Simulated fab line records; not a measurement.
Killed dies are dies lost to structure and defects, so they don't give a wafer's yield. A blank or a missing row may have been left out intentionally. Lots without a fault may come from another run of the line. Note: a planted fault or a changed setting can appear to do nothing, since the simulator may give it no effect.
Matching of chambers | flow sky130 | 4 sister chambers for SKY_VIA4_CMP_02 on cmp-01
The step polishes SiO2. 14 wafers are shown with their chamber, then 7 later ones without.

== WAFERS PAIRED WITH THEIR CHAMBERS ==
wafer  | chamber | motorCurrentA (A)
L743.1 | 3       | 13.8
L743.3 | 0       | 11.3
L743.6 | 1       | 12.4
L744.1 | 1       | 11.9
L744.5 | 3       | 14.0
L744.6 | 2       | 11.0
L745.4 | 0       | 11.3
L745.5 | 1       | 12.2
L745.6 | 0       | 11.0
L749.2 | 1       | 12.0
L749.5 | 2       | 11.5
L749.6 | 1       | 12.5
L752.1 | 3       | 14.4
L752.2 | 1       | 12.6

SIGNATURES (averages over the wafers above)
reading       | chamber 0 | chamber 1 | chamber 2 | chamber 3 | scatter within a chamber
motorCurrentA | 11.200    | 12.267    | 11.250    | 14.067    | 0.277
Rule: a wafer lies at a distance from a chamber equal to the root of the sum of squares, over the readings, of (its reading less the chamber's mean, divided by the reading's scatter). If the next closest chamber is less than 2 further off than the closest, the wafer can't be placed; otherwise it belongs to the closest. The scatter: the root of (the sum of the squares of (reading less its chamber's mean) over the shown wafers, divided by (wafers less chambers)).

== WAFERS WITH NO CHAMBER GIVEN ==
wafer  | motorCurrentA (A)
L752.3 | 11.6
L762.1 | 14.0
L762.2 | 12.5
L762.3 | 10.5
L763.2 | 14.8
L763.3 | 10.3
L763.6 | 14.8

== WHICH CHAMBER EACH WENT THROUGH ==
wafer  | from the rows above          | in truth
L752.3 | can't be placed: 2 or 0 or 1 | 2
L762.1 | 3                            | 3
L762.2 | 1                            | 1
L762.3 | can't be placed: 0 or 2      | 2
L763.2 | 3                            | 3
L763.3 | can't be placed: 0 or 2      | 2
L763.6 | 3                            | 3
Correctly placed: 4 of 7. Unplaceable from these rows: 3, with the true chamber sitting among the candidates in 3. Number placed wrongly: 0.
